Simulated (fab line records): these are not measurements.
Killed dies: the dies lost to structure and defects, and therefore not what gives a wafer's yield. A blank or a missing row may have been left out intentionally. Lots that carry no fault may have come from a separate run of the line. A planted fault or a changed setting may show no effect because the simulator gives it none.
fab line records + flow sfq_line
record:
- lots: 6
- wafers: 18
- last_day: 83
route steps=325 shown M2@92 I2@103
lots that met no fault: from a run of the same line without faults
start_h: hours from the record's first day to the start of the lot's first wafer shown + wait_h: how many hours have passed since the lot's step before this one + " the same as in the row above + L1.1+2: several wafers, shown together as one row + - value missing, or start not given + * or withheld: withheld + < > ~ a bound
route shown NAME@n: a module of which the file shows steps, and the number in the route of the first + usual: mean and standard deviation over wafers with no fault + same: alike in all rows + chamber/n: place in a boat + sites: each site's reading + _std_site: standard deviation of those values + _edge_site: mean of outer sites minus mean of inner sites + radius_mm: for every site, how far away it sits from the centre of the wafer + mask NAME#n: copy n + behind: the last tool/chamber to shape the wafer + hold: why the lot was held/for how many hours/how that ended + device: the transistor (n, p or np) that didn't switch + end of line: the route-end tests of the same wafers + a step with no rows: only its recipe + killed: dies lost to structure and defects at the first sort, not the wafer's yield + map: dies across one wafer; x = killed, . = not, _ = none there
set.NAME: the setting that was run; set.NAME@STEP: the one run at that earlier step + model.NAME: the simulator's own value behind a step, which no gauge read
lots at selected steps of the route; one table per step, one row per wafer
services: from which hour (start_h, from the record's first day; less than 0 if before it) a tool's chamber was out of use, for how many hours, and why
== steps ==
step: SFQ_TRILAYER_M2_LITHO_COAT_062
recipe:
- resist: BARC
- spin_rpm: 3051
- resist_thk_nm: 62
step: SFQ_TRILAYER_M2_LITHO_COAT_057
recipe:
- resist: KrF
- spin_rpm: 3000
- resist_thk_nm: 600
step: SFQ_TRILAYER_M2_LITHO_SOFTBAKE_061
recipe:
- temp_c: withheld
- time_s: withheld
- resist: KrF
step: SFQ_TRILAYER_M2_LITHO_EXPOSE_058
recipe:
- mask_id: M2
- na: 0.6
- source_shape: conventional
- sigma_outer: 0.65
- target_cd_nm: 500
- dose_mj: 14.19
step: SFQ_TRILAYER_M2_LITHO_PEB_060
recipe:
- peb_temp_c: 115
- peb_time_s: 60
- resist: KrF
step: SFQ_TRILAYER_M2_LITHO_DEVELOP_059
recipe:
- time_s: 60
- resist: KrF
step: SFQ_M2_OVL_MEAS_916
usual:
- M2_OVL: 4/5.2
| lot.wafer | tool       | chamber | start_h | wait_h | M2_OVL[nm] |
|-----------|------------|---------|---------|--------|------------|
| L115.1    | overlay-01 | -       | 488.82  | 0.1    | 2          |
| L115.3    | "          | -       | "       | "      | 5          |
| L115.4    | "          | -       | "       | "      | 12         |
| L117.1    | overlay-02 | -       | 510.22  | 0.1    | 1          |
| L117.5    | "          | -       | "       | "      | 1          |
| L117.6    | "          | -       | "       | "      | -2         |
| L128.1    | overlay-01 | -       | 604.15  | 0.1    | 6          |
| L128.2    | "          | -       | "       | "      | 4          |
| L128.4    | "          | -       | "       | "      | 6          |
| L130.1    | overlay-01 | -       | 626.09  | 0.1    | -3         |
| L130.5    | "          | -       | "       | "      | 4          |
| L130.6    | "          | -       | "       | "      | -1         |
| L132.1    | overlay-02 | -       | 645.79  | 0.1    | 9          |
| L132.3    | "          | -       | "       | "      | 3          |
| L132.6    | "          | -       | "       | "      | 6          |
| L133.2    | overlay-01 | -       | 793.73  | 0.1    | -3         |
| L133.3    | "          | -       | "       | "      | 4          |
| L133.4    | "          | -       | "       | "      | -1         |
step: SFQ_TRILAYER_M2_BARC_OPEN_METAL_ETCH_077
recipe:
- mask_material: PR
- chemistry: O2
- target_depth_nm: 125
- target: BARC
- icp_w: 600
- bias_w: 80
- pressure_mtorr: 10
- time_s: 41.7
usual:
- drypump_motor_current_A: 5.31/0.2
- he_backside_leak_sccm: 3.53/0.29
- oes_product_au: 0.682/0.0048
| lot.wafer | tool         | chamber | start_h | wait_h | drypump_motor_current_A | he_backside_leak_sccm | oes_product_au | rf_hours_counter_h |
|-----------|--------------|---------|---------|--------|-------------------------|-----------------------|----------------|--------------------|
| L115.1    | rie_metal-04 | 1       | 488.85  | 0.0    | 5.46                    | 3.50                  | 0.686          | 12                 |
| L115.3    | "            | 1       | "       | "      | 5.46                    | 3.51                  | 0.686          | -                  |
| L115.4    | "            | 0       | "       | "      | 5.02                    | 3.69                  | 0.691          | -                  |
| L117.1    | rie_metal-02 | 1       | 510.25  | 0.0    | 5.27                    | 3.51                  | 0.670          | 162                |
| L117.5    | "            | 0       | "       | "      | 5.28                    | 3.52                  | 0.675          | -                  |
| L117.6    | "            | 1       | "       | "      | 5.26                    | 3.56                  | 0.683          | -                  |
| L128.1    | rie_metal-02 | 1       | 604.19  | 0.0    | 5.27                    | 3.26                  | 0.679          | 4                  |
| L128.2    | "            | 0       | "       | "      | 5.28                    | 3.51                  | 0.683          | 130                |
| L128.4    | "            | 0       | "       | "      | 5.28                    | 3.47                  | 0.682          | -                  |
| L130.1    | rie_metal-04 | 0       | 626.12  | 0.0    | 5.04                    | 3.36                  | 0.689          | 12                 |
| L130.5    | "            | 1       | "       | "      | 5.42                    | 3.56                  | 0.687          | -                  |
| L130.6    | "            | 0       | "       | "      | 5.04                    | 3.59                  | 0.684          | -                  |
| L132.1    | rie_metal-04 | 0       | 645.83  | 0.0    | 5.03                    | 3.44                  | 0.684          | 16                 |
| L132.3    | "            | 0       | "       | "      | 5.04                    | 3.57                  | 0.689          | -                  |
| L132.6    | "            | 1       | "       | "      | 5.47                    | 3.50                  | 0.677          | -                  |
| L133.2    | rie_metal-01 | 0       | 793.76  | 0.0    | 5.20                    | 3.08                  | 0.683          | 5                  |
| L133.3    | "            | 0       | "       | "      | 5.18                    | 3.28                  | 0.678          | -                  |
| L133.4    | "            | 1       | "       | "      | 5.62                    | 3.44                  | 0.675          | -                  |
step: SFQ_TRILAYER_M2_ETCH_METAL_ETCH_060
recipe:
- target: Nb
- stop_on: SiO2
- mask_material: PR
- chemistry: Cl2/Ar
- target_depth_nm: 240
- icp_w: 600
- bias_w: 80
- pressure_mtorr: 10
- time_s: 120
usual:
- drypump_motor_current_A: 5.31/0.2
- he_backside_leak_sccm: 3.51/0.14
- oes_product_au: 0.895/0.007
| lot.wafer | tool         | chamber | start_h | wait_h | drypump_motor_current_A | he_backside_leak_sccm | oes_product_au | rf_hours_counter_h |
|-----------|--------------|---------|---------|--------|-------------------------|-----------------------|----------------|--------------------|
| L115.1    | rie_metal-04 | 1       | 488.91  | 0.0    | 5.47                    | 3.53                  | 0.900          | 12                 |
| L115.3    | "            | 1       | "       | "      | 5.48                    | 3.48                  | 0.899          | -                  |
| L115.4    | "            | 0       | "       | "      | 5.01                    | 3.55                  | 0.904          | -                  |
| L117.1    | rie_metal-02 | 1       | 510.31  | 0.0    | 5.28                    | 3.50                  | 0.899          | 162                |
| L117.5    | "            | 0       | "       | "      | 5.29                    | 3.48                  | 0.897          | -                  |
| L117.6    | "            | 1       | "       | "      | 5.27                    | 3.57                  | 0.901          | -                  |
| L128.1    | rie_metal-02 | 1       | 604.25  | 0.0    | 5.30                    | 3.36                  | 0.894          | 4                  |
| L128.2    | "            | 0       | "       | "      | 5.30                    | 3.36                  | 0.895          | 130                |
| L128.4    | "            | 0       | "       | "      | 5.31                    | 3.47                  | 0.907          | -                  |
| L130.1    | rie_metal-04 | 0       | 626.18  | 0.0    | 5.04                    | 3.34                  | 0.895          | 12                 |
| L130.5    | "            | 1       | "       | "      | 5.44                    | 3.58                  | 0.886          | -                  |
| L130.6    | "            | 0       | "       | "      | 5.05                    | 3.58                  | 0.883          | -                  |
| L132.1    | rie_metal-04 | 0       | 645.89  | 0.0    | 5.05                    | 3.27                  | 0.907          | 16                 |
| L132.3    | "            | 0       | "       | "      | 5.05                    | 3.39                  | 0.900          | -                  |
| L132.6    | "            | 1       | "       | "      | 5.46                    | 3.57                  | 0.902          | -                  |
| L133.2    | rie_metal-01 | 0       | 793.82  | 0.0    | 5.17                    | 3.38                  | 0.892          | 5                  |
| L133.3    | "            | 0       | "       | "      | 5.20                    | 3.26                  | 0.898          | -                  |
| L133.4    | "            | 1       | "       | "      | 5.62                    | 3.58                  | 0.901          | -                  |
step: SFQ_TRILAYER_M2_STRIP_STRIP_061
recipe:
- gas: O2
- power_w: 200
- platen_temp_c: 40
- overash_fraction: 0.65
- chemistry: O2
- pressure_mtorr: 50
usual:
- drypump_motor_current_A: 5.31/0.2
- he_backside_leak_sccm: 3.54/0.13
- oes_product_au: 1.003/0.0079
| lot.wafer | tool         | chamber | start_h | wait_h | drypump_motor_current_A | he_backside_leak_sccm | oes_product_au | rf_hours_counter_h |
|-----------|--------------|---------|---------|--------|-------------------------|-----------------------|----------------|--------------------|
| L115.1    | rie_metal-04 | 1       | 489.04  | 0.1    | 5.47                    | 3.46                  | 1.007          | 12                 |
| L115.3    | "            | 1       | "       | "      | 5.47                    | 3.55                  | 0.998          | -                  |
| L115.4    | "            | 0       | "       | "      | 5.03                    | 3.63                  | 1.018          | -                  |
| L117.1    | rie_metal-02 | 1       | 510.44  | 0.1    | 5.26                    | 3.62                  | 0.998          | 162                |
| L117.5    | "            | 0       | "       | "      | 5.29                    | 3.48                  | 1.003          | -                  |
| L117.6    | "            | 1       | "       | "      | 5.27                    | 3.55                  | 0.999          | -                  |
| L128.1    | rie_metal-02 | 1       | 604.37  | 0.1    | 5.27                    | 3.39                  | 0.991          | 4                  |
| L128.2    | "            | 0       | "       | "      | 5.28                    | 3.43                  | 0.997          | 130                |
| L128.4    | "            | 0       | "       | "      | 5.28                    | 3.41                  | 0.990          | -                  |
| L130.1    | rie_metal-04 | 0       | 626.31  | 0.1    | 5.00                    | 3.55                  | 0.998          | 12                 |
| L130.5    | "            | 1       | "       | "      | 5.47                    | 3.73                  | 1.015          | -                  |
| L130.6    | "            | 0       | "       | "      | 5.01                    | 3.55                  | 1.006          | -                  |
| L132.1    | rie_metal-04 | 0       | 646.01  | 0.1    | 5.03                    | 3.34                  | 1.001          | 16                 |
| L132.3    | "            | 0       | "       | "      | 5.02                    | 3.45                  | 0.990          | -                  |
| L132.6    | "            | 1       | "       | "      | 5.46                    | 3.55                  | 1.009          | -                  |
| L133.2    | rie_metal-01 | 0       | 793.95  | 0.1    | 5.21                    | 3.39                  | 0.999          | 5                  |
| L133.3    | "            | 0       | "       | "      | 5.20                    | 3.41                  | 1.002          | -                  |
| L133.4    | "            | 1       | "       | "      | 5.61                    | 3.75                  | 1.000          | -                  |
step: SFQ_TRILAYER_M2_STRIP_SOLV_CLEAN_062
recipe:
- chemistry: NMP
- temp_c: 70
- time_s: 600
step: SFQ_TRILAYER_I2_DEP_PECVD_063
recipe:
- material: SiO2
- temp_c: 150
- time_s: 111.11
- pressure_torr: 2.4
- rf_w: 183.3
- precursor: SiH4/N2O
- target_thk_nm: 500
usual:
- heater_power_w: 79/8
- rf_fwd_power_W: 182.3/0.59
- throttle_valve_pct: 24.5/1.4
| lot.wafer | tool     | chamber | start_h | wait_h | heater_power_w | rf_fwd_power_W | throttle_valve_pct | model.SiO2_of_TRILAYER_I2_DEP_PECVD_063.thk_nm |
|-----------|----------|---------|---------|--------|----------------|----------------|--------------------|------------------------------------------------|
| L115.1    | pecvd-02 | 0       | 489.81  | 0.0    | 89             | 182.3          | 24.2               | 497.3                                          |
| L115.3    | "        | 2       | "       | "      | 83             | 182.1          | 22.6               | 491.4                                          |
| L115.4    | "        | 1       | "       | "      | 79             | 182.8          | 22.5               | 489.9                                          |
| L117.1    | pecvd-02 | 0       | 511.25  | 0.0    | 87             | 182.3          | 24.2               | 494.9                                          |
| L117.5    | "        | 0       | "       | "      | 87             | 182.3          | 24.7               | 503.4                                          |
| L117.6    | "        | 1       | "       | "      | 69             | 182.9          | 22.7               | 496.3                                          |
| L128.1    | pecvd-02 | 1       | 605.15  | 0.0    | 69             | 211.6          | 23.1               | 512.8                                          |
| L128.2    | "        | 2       | "       | "      | 81             | 210.2          | 22.8               | 513.6                                          |
| L128.4    | "        | 0       | "       | "      | 81             | 211.3          | 25.1               | 525.6                                          |
| L130.1    | pecvd-02 | 1       | 627.08  | 0.0    | 72             | 212.6          | 23.2               | 516.9                                          |
| L130.5    | "        | 1       | "       | "      | 58             | 212.5          | 23.0               | 515.8                                          |
| L130.6    | "        | 2       | "       | "      | 78             | 211.6          | 23.1               | 519.6                                          |
| L132.1    | pecvd-01 | 1       | 646.79  | 0.0    | 82             | 182.3          | 23.5               | 498.2                                          |
| L132.3    | "        | 0       | "       | "      | 72             | 182.1          | 22.8               | 501.9                                          |
| L132.6    | "        | 0       | "       | "      | 75             | 182.1          | 22.8               | 510.3                                          |
| L133.2    | pecvd-03 | 0       | 794.76  | 0.0    | 70             | 182.2          | 25.5               | 500                                            |
| L133.3    | "        | 1       | "       | "      | 82             | 182.7          | 24.8               | 502.6                                          |
| L133.4    | "        | 0       | "       | "      | 73             | 182.6          | 26.0               | 507.8                                          |
step: SFQ_TRILAYER_I2_CMP_CMP_064
recipe:
- material: SiO2
- down_force_psi: 3
- platen_rpm: 60
- pad_velocity_m_s: 0.94248
usual:
- motor_current_A: 9.6/0.74
- slurry_flow_ml_min: 150.0/0.51
- time_to_endpoint_s: 214/7
| lot.wafer | tool   | chamber | start_h | wait_h | motor_current_A | slurry_flow_ml_min | time_to_endpoint_s |
|-----------|--------|---------|---------|--------|-----------------|--------------------|--------------------|
| L115.4    | cmp-02 | 2       | 492.33  | 2.4    | 8.9             | 150.2              | 203                |
| L115.3    | "      | 3       | "       | "      | 8.4             | 149.8              | 206                |
| L115.1    | "      | 1       | 493.83  | 4.0    | 9.2             | 149.5              | 208                |
| L117.1    | cmp-01 | 2       | 516.69  | 5.4    | 9.5             | 149.5              | 205                |
| L117.5    | "      | 0       | 517.69  | 6.4    | 8.6             | 148.4              | 208                |
| L117.6    | "      | 1       | "       | "      | 10.0            | 149.9              | 205                |
| L128.2    | cmp-02 | 0       | 622.50  | 17.3   | 9.0             | 149.9              | 225                |
| L128.1    | "      | 1       | "       | "      | 9.7             | 150.2              | 218                |
| L128.4    | "      | 2       | "       | "      | 8.9             | 149.8              | 219                |
| L130.1    | cmp-01 | 1       | 641.90  | 14.8   | 9.8             | 149.7              | 231                |
| L130.5    | "      | 3       | 642.90  | 15.7   | 10.5            | 150.4              | 226                |
| L130.6    | "      | 0       | "       | "      | 8.9             | 150.3              | 222                |
| L132.1    | cmp-01 | 2       | 661.90  | 15.1   | 10.0            | 150.7              | 219                |
| L132.3    | "      | 3       | "       | "      | 11.0            | 150.4              | 219                |
| L132.6    | "      | 3       | 664.40  | 17.5   | 10.4            | 149.7              | 232                |
| L133.2    | cmp-01 | 0       | 795.34  | 0.5    | 8.7             | 149.8              | 223                |
| L133.4    | "      | 1       | "       | "      | 10.0            | 150.9              | 221                |
| L133.3    | "      | 2       | "       | "      | 9.4             | 150.3              | 227                |
== services ==
| tool         | chamber | start_h | hours | kind   |
|--------------|---------|---------|-------|--------|
| cmp-01       | -       | 471.37  | 0.4   | repair |
| cmp-02       | -       | 477.38  | 1.0   | repair |
| pecvd-02     | -       | 485.83  | 2.6   | repair |
| rie_metal-01 | 0       | 509.01  | 4.1   | repair |
| cmp-02       | -       | 513.33  | 14.7  | pm     |
| pecvd-01     | 2       | 516.08  | 10.4  | repair |
| rie_metal-02 | 0       | 544.07  | 2.0   | repair |
| pecvd-01     | -       | 563.75  | 14.0  | pm     |
| cmp-01       | -       | 563.92  | 5.0   | pm     |
| cmp-02       | -       | 579.00  | 4.0   | pm     |
| rie_metal-02 | -       | 606.04  | 2.8   | pm     |
| pecvd-01     | -       | 615.98  | 0.7   | repair |
| rie_metal-02 | -       | 621.31  | 2.0   | repair |
| pecvd-01     | -       | 675.61  | 0.8   | pm     |
| pecvd-03     | -       | 679.32  | 2.8   | pm     |
| rie_metal-02 | -       | 694.35  | 1.8   | repair |
| cmp-01       | -       | 699.54  | 2.0   | repair |
| cmp-01       | -       | 710.25  | 1.9   | repair |
| cmp-02       | -       | 722.75  | 5.7   | pm     |
| pecvd-02     | 0       | 724.06  | 31.8  | repair |
| cmp-01       | -       | 737.98  | 0.4   | repair |
| cmp-02       | -       | 740.75  | 4.7   | pm     |
| cmp-01       | -       | 749.93  | 4.0   | pm     |
| cmp-02       | -       | 768.73  | 3.9   | repair |
== key ==
first_sign:
- step: SFQ_TRILAYER_I2_DEP_PECVD_063
- reading: rf_fwd_power_W
- direction: up
- sigmas: 50
- usual: 182.3
- struck: 211.6
effect none on later readings
model_effect:
- step: SFQ_TRILAYER_I2_DEP_PECVD_063
- value: SiO2_of_TRILAYER_I2_DEP_PECVD_063.thk_nm
- without: 494.6
- struck: 517.4
met_at SFQ_TRILAYER_I2_DEP_PECVD_063
struck_wafers L128.1,L128.2,L128.4,L130.1,L130.5,L130.6
onset_between 511.25 605.15
fault:
- kind: process_parameter_drift
- tool: pecvd-02
- chamber: -
- onset_h: 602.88
- steps: SFQ_TRILAYER_I2_DEP_PECVD_063
- channel: rf_w
- offset: 29.328
- shape: step
- end_h: 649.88
- acts_in: these_recipes_only
- stated: 183.3
